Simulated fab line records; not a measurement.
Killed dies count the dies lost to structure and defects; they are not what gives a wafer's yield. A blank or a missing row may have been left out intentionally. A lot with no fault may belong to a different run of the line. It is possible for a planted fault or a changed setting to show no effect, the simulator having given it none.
Tool commonality check    flow gf180mcu    42 wafers sampled across 14 lots

THE REASON FOR OPENING IT
At GF_M2_THK_MEAS_06 the reading M2_ALCU_THK is flagged on 2 of 14 lots. No-fault wafers: 443 nm, standard deviation 4.8.
Rule: a lot is flagged in two cases, either no wafer of it has a number, or all its wafers with numbers fall more than 4 standard deviations from that mean. As for the other lots, they are considered sound.

lot   measured      on             M2_ALCU_THK (nm), wafer by wafer  flag
L372  day 17 21:46  film metro-04  443 444 451                       
L373  day 18 10:29  film metro-02  439 442 444                       
L374  day 18 12:19  film metro-02  441 442 444                       
L375  day 19 07:37  film metro-04  440 440 442                       
L376  day 19 14:37  film metro-02  450 444 447                       
L384  day 22 14:08  film metro-02  482 491 485                       FLAGGED
L385  day 23 10:11  film metro-03  491 486 488                       FLAGGED
L386  day 23 17:07  film metro-02  447 442 450                       
L387  day 24 05:49  film metro-03  445 438 439                       
L388  day 24 18:47  film metro-03  438 438 435                       
L390  day 24 23:27  film metro-04  443 450 447                       
L391  day 25 13:25  film metro-03  448 448 454                       
L393  day 25 22:53  film metro-02  438 437 439                       
L395  day 26 12:46  film metro-02  445 441 443                       
Average over the flagged lots: 487 nm; offset from the usual +44 nm, equal to +9 standard deviations.

WHICH TOOL RAN EACH LOT
The record holds 3 process steps before the reading, out of a route of 602 steps. Read each cell as the tool, then ch plus the chambers that the sampled wafers visited, then the start.
lot   flag     GF_CONTACT_SPUTTER_23         GF_V1_CVD_23                   GF_M2_SPUTTER_04
L372           pvd sputter-02, day 15 20:58  cvd w-02 ch 0,1, day 17 20:49  pvd sputter-04, day 17 21:35
L373           pvd sputter-04, day 16 08:27  cvd w-01 ch 0,1, day 18 09:32  pvd sputter-02, day 18 10:19
L374           pvd sputter-03, day 16 10:07  cvd w-02 ch 0,1, day 18 11:23  pvd sputter-01, day 18 12:10
L375           pvd sputter-04, day 17 04:25  cvd w-01 ch 0,1, day 19 06:40  pvd sputter-04, day 19 07:27
L376           pvd sputter-03, day 17 11:33  cvd w-02 ch 0,1, day 19 13:40  pvd sputter-02, day 19 14:27
L384  FLAGGED  pvd sputter-04, day 20 10:14  cvd w-01 ch 0, day 22 13:11    pvd sputter-02, day 22 13:58
L385  FLAGGED  pvd sputter-03, day 21 06:10  cvd w-02 ch 0,1, day 23 09:15  pvd sputter-01, day 23 10:01
L386           pvd sputter-03, day 21 15:21  cvd w-02 ch 0,1, day 23 16:11  pvd sputter-02, day 23 16:57
L387           pvd sputter-02, day 22 04:14  cvd w-01 ch 0,1, day 24 04:53  pvd sputter-01, day 24 05:39
L388           pvd sputter-03, day 22 10:41  cvd w-02 ch 0, day 24 17:50    pvd sputter-01, day 24 18:37
L390           pvd sputter-04, day 22 22:43  cvd w-02 ch 0,1, day 24 22:32  pvd sputter-02, day 24 23:16
L391           pvd sputter-02, day 23 07:43  cvd w-02 ch 0,1, day 25 12:20  pvd sputter-01, day 25 13:15
L393           pvd sputter-02, day 24 00:25  cvd w-02 ch 0,1, day 25 21:58  pvd sputter-01, day 25 22:44
L395           pvd sputter-03, day 24 10:41  cvd w-02 ch 0,1, day 26 11:50  pvd sputter-01, day 26 12:36
What is done by these steps:
- GF_CONTACT_SPUTTER_23: material TiN, target thk 10 nm, time 40 s.
- GF_V1_CVD_23: deposits W, target thk 350 nm, time 105.05 s.
- GF_M2_SPUTTER_04: material TiN, target thk 50 nm, time 41.7 s.
- GF_M2_THK_MEAS_06: measures by xrf.

FLAGGED OVER TOTAL, TOOL BY TOOL (the gauges that took the reading come last)
step                   tool            lots run  flagged  share of the flagged lots  sound lots run after its first flagged lot
GF_CONTACT_SPUTTER_23  pvd sputter-02  4         0        none                       -
GF_CONTACT_SPUTTER_23  pvd sputter-03  6         1        some                       3 (L386,L388,L395)
GF_CONTACT_SPUTTER_23  pvd sputter-04  4         1        some                       1 (L390)
GF_V1_CVD_23           cvd w-01        4         1        some                       1 (L387)
GF_V1_CVD_23           cvd w-02        10        1        some                       6 (L386,L388,L390,L391,L393,L395)
GF_M2_SPUTTER_04       pvd sputter-01  7         1        some                       5 (L387,L388,L391,L393,L395)
GF_M2_SPUTTER_04       pvd sputter-02  5         1        some                       2 (L386,L390)
GF_M2_SPUTTER_04       pvd sputter-04  2         0        none                       -
GF_M2_THK_MEAS_06      film metro-02   7         1        some                       3 (L386,L393,L395)
GF_M2_THK_MEAS_06      film metro-03   4         1        some                       3 (L387,L388,L391)
GF_M2_THK_MEAS_06      film metro-04   3         0        none                       -

WHAT THE TABLE PERMITS
No row of the table ran every flagged lot.

WHAT WAS PUT IN BY THE SIMULATOR
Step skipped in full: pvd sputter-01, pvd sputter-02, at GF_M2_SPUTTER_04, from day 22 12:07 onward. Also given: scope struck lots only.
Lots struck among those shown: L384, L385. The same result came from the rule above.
